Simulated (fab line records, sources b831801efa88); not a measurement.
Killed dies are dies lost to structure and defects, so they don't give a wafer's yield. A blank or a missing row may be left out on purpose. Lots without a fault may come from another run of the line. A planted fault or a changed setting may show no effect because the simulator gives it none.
Which tool did it? | flow sky130 | 12 lots, 36 wafers sampled, at 3 steps of a route of 708

WHAT THE GAUGES READ, wafer by wafer
SKY_VIA3_THK_MEAS_23: measures by xrf.
lot  | measured     | on            | VIA3_W_THK (nm)
L075 | day 40 02:02 | film_metro-04 | 403 402 399
L077 | day 40 15:10 | film_metro-03 | 409 404 406
L079 | day 41 18:15 | film_metro-02 | 389 392 388
L081 | day 42 00:30 | film_metro-03 | 410 411 411
L083 | day 43 02:48 | film_metro-03 | 409 409 411
L086 | day 43 17:59 | film_metro-03 | 412 406 409
L087 | day 43 22:55 | film_metro-02 | 384 391 383
L089 | day 44 05:34 | film_metro-04 | 401 407 393
L092 | day 44 22:31 | film_metro-03 | 396 404 408
L093 | day 45 04:46 | film_metro-03 | 405 411 408
L096 | day 46 03:35 | film_metro-02 | 392 394 393
L097 | day 46 05:31 | film_metro-02 | 390 394 390

WHICH TOOL RAN EACH LOT (tool, then ch and the chambers of the sampled wafers, then the start)
lot  | SKY_METAL2_SPUTTER_00        | SKY_VIA3_CVD_21
L075 | pvd_sputter-03, day 34 11:43 | cvd_w-01 ch 0,1, day 40 01:47
L077 | pvd_sputter-03, day 35 01:26 | cvd_w-02 ch 0,1, day 40 14:56
L079 | pvd_sputter-04, day 36 06:33 | cvd_w-02 ch 0,1, day 41 18:00
L081 | pvd_sputter-03, day 36 11:55 | cvd_w-01 ch 0,1, day 42 00:16
L083 | pvd_sputter-04, day 37 16:26 | cvd_w-01 ch 0,1, day 43 02:34
L086 | pvd_sputter-01, day 38 11:51 | cvd_w-01 ch 0,1, day 43 17:45
L087 | pvd_sputter-04, day 38 15:17 | cvd_w-02 ch 0,1, day 43 22:40
L089 | pvd_sputter-04, day 38 23:17 | cvd_w-02 ch 0,1, day 44 05:18
L092 | pvd_sputter-04, day 39 17:44 | cvd_w-01 ch 0,1, day 44 22:16
L093 | pvd_sputter-01, day 39 23:15 | cvd_w-01 ch 0,1, day 45 04:31
L096 | pvd_sputter-03, day 41 00:47 | cvd_w-01 ch 0,1, day 46 03:22
L097 | pvd_sputter-03, day 41 04:22 | cvd_w-01 ch 0,1, day 46 05:16
- SKY_METAL2_SPUTTER_00: material Ti, target thk 15 nm, time 10 s.
- SKY_VIA3_CVD_21: deposits W, target thk 390 nm, time 117.31 s.

THE ANSWER, worked out from the rows above alone
Rule: what is usual is taken from the lots themselves. Put in order of their means at a reading, lots are off if they are a third of the lots or fewer, leave a main group of 4 or more, and stand apart from it by a gap of 3 or more times the standard deviation of the main group's means; of several such gaps the widest counts. A main group whose means are all the same, to the digits that the tables above print for the reading, isn't used. A lot without any number at a reading at which 4 lots or more have one is off too. The other lots that the step has rows for count as sound.
No lot is off at any reading shown: from this, nothing can be told.

WHAT THE SIMULATOR HAD PUT IN
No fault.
